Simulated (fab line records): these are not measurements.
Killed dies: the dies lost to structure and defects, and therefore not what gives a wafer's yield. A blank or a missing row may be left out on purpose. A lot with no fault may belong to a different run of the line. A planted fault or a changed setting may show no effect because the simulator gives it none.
What tool caused it?	flow sky130	Sampling: 12 lots, 36 wafers, 2 of 708 route steps

## WHAT THE GAUGES SHOWED, per wafer
SKY_VIA4_THK_MEAS_20: measures by xrf. Usual: VIA4_W_THK gives 520 nm (standard deviation 5.6).
lot	measured	on	VIA4_W_THK (nm)	flag
L187	day 43 01:47	film_metro-04	521 522 514	
L188	day 43 08:57	film_metro-01	516 523 514	
L189	day 43 13:35	film_metro-01	525 523 524	
L190	day 44 02:47	film_metro-02	514 513 519	
L194	day 45 02:35	film_metro-01	514 524 523	
L196	day 45 07:55	film_metro-01	522 510 520	
L197	day 45 21:27	film_metro-01	505 522 500	
L198	day 45 23:23	film_metro-04	532 530 536	
L199	day 46 10:28	film_metro-04	518 523 523	
L204	day 47 13:26	film_metro-04	525 516 515	
L205	day 48 00:29	film_metro-02	516 518 518	
L209	day 49 01:55	film_metro-04	527 524 520	

## EACH LOT AND THE TOOL THAT RAN IT (in order: tool; ch and the chambers of the sampled wafers; start)
lot	SKY_METAL1_SPUTTER_03
L187	pvd_sputter-03, day 31 21:32
L188	pvd_sputter-02, day 32 02:43
L189	pvd_sputter-03, day 32 12:49
L190	pvd_sputter-03, day 33 00:08
L194	pvd_sputter-03, day 34 06:23
L196	pvd_sputter-03, day 34 14:34
L197	pvd_sputter-03, day 35 08:43
L198	pvd_sputter-01, day 35 09:10
L199	pvd_sputter-02, day 35 19:08
L204	pvd_sputter-03, day 37 07:35
L205	pvd_sputter-03, day 37 20:38
L209	pvd_sputter-01, day 39 04:28
- SKY_METAL1_SPUTTER_03: material Ti, target thk 5 nm, time 3.3 s.

## WHAT THE TOOLS THEMSELVES READ (means of the sampled wafers that have a number; where no wafer has one, the mark that the record gives instead)
SKY_METAL1_SPUTTER_03. Usual: 29.8 % for throttle_valve_pct, sd 1.2.
lot	tool	throttle_valve_pct (%)	flag
L187	pvd_sputter-03	29.7	
L188	pvd_sputter-02	29.5	
L189	pvd_sputter-03	29.7	
L190	pvd_sputter-03	29.8	
L194	pvd_sputter-03	29.6	
L196	pvd_sputter-03	29.7	
L197	pvd_sputter-03	29.1	
L198	pvd_sputter-01	31.5	
L199	pvd_sputter-02	29.4	
L204	pvd_sputter-03	30.0	
L205	pvd_sputter-03	29.4	
L209	pvd_sputter-01	30.3	

## THE ANSWER, worked out from the rows above alone
Rule: lot off if the mean of its wafers having a number is beyond 3 standard deviations from the usual mean. A lot without any number at a reading at which 4 lots or more have one is off too. Where the step has rows for the other lots, those lots are counted as sound. First the gauges in route order, then the tools' own readings, where a lot's mean is used as printed above. The first step at which some lot is off is used, and at that step the reading that is off furthest; a lot without a number counts as furthest.
None of the lots is off at any reading shown; this tells nothing.

## WHAT THE SIMULATOR PUT IN
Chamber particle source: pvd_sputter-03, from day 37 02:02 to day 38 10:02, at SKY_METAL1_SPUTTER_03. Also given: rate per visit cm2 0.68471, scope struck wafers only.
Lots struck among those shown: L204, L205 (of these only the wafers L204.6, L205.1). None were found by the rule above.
